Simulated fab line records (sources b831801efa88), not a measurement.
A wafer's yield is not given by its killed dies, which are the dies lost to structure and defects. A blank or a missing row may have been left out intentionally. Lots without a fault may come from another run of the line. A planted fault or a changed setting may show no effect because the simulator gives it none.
Matching of chambers + flow sky130 + SKY_POLY_GATE_ETCH_15 on rie diel-01: 4 sister chambers
The step etches BARC in N2/H2, stops on SiO2, time 118.5 s, target depth 110 nm. 8 wafers are shown with their chamber, then 8 later ones without.

== WAFERS, EACH WITH ITS CHAMBER ==
| wafer  | chamber | drypump motor current A (A) | chamber pressure mTorr (mTorr) |
|--------|---------|-----------------------------|--------------------------------|
| L079.4 | 2       | 5.9                         | 30.027                         |
| L087.1 | 2       | 5.9                         | 30.015                         |
| L087.2 | 0       | 5.7                         | 29.982                         |
| L087.3 | 1       | 5.4                         | 30.023                         |
| L088.1 | 1       | 5.4                         | 30.034                         |
| L088.2 | 0       | 5.6                         | 29.996                         |
| L088.5 | 3       | 5.8                         | 30.013                         |
| L090.1 | 3       | 5.8                         | 30.002                         |

== WAFERS WHOSE CHAMBER IS MISSING ==
| wafer  | drypump motor current A (A) | chamber pressure mTorr (mTorr) |
|--------|-----------------------------|--------------------------------|
| L090.3 | 5.4                         | 29.988                         |
| L090.6 | 5.4                         | 29.975                         |
| L095.1 | 6.0                         | 30.077                         |
| L095.5 | 6.0                         | 29.999                         |
| L095.6 | 5.8                         | 30.042                         |
| L096.1 | 5.8                         | 29.972                         |
| L096.2 | 5.4                         | 29.981                         |
| L096.4 | 5.7                         | 30.009                         |

== EACH ONE'S CHAMBER ==
| wafer  | from the rows above     | in truth |
|--------|-------------------------|----------|
| L090.3 | 1                       | 1        |
| L090.6 | can't be placed: 1 or 0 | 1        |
| L095.1 | 2                       | 2        |
| L095.5 | can't be placed: 2 or 3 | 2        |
| L095.6 | can't be placed: 2 or 3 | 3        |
| L096.1 | can't be placed: 3 or 0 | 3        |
| L096.2 | can't be placed: 1 or 0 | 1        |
| L096.4 | can't be placed: 0 or 3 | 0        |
Correctly placed: 2 of 8. Can't be placed from these rows: 6 (the true chamber is among the candidates in 6). Wrongly placed: 0.
How it was worked out, from the rows above alone: a wafer's distance from a chamber is the root of the sum, over the readings, of the square of ((its reading less the chamber's mean) divided by the reading's scatter). The wafer belongs to the nearest chamber; if the next one is less than 2 further off, it can't be placed. A chamber's mean is the mean of its shown wafers. The scatter: take each reading less its chamber's mean, square it, sum over the shown wafers, divide by the number of wafers less the number of chambers, and take the root.
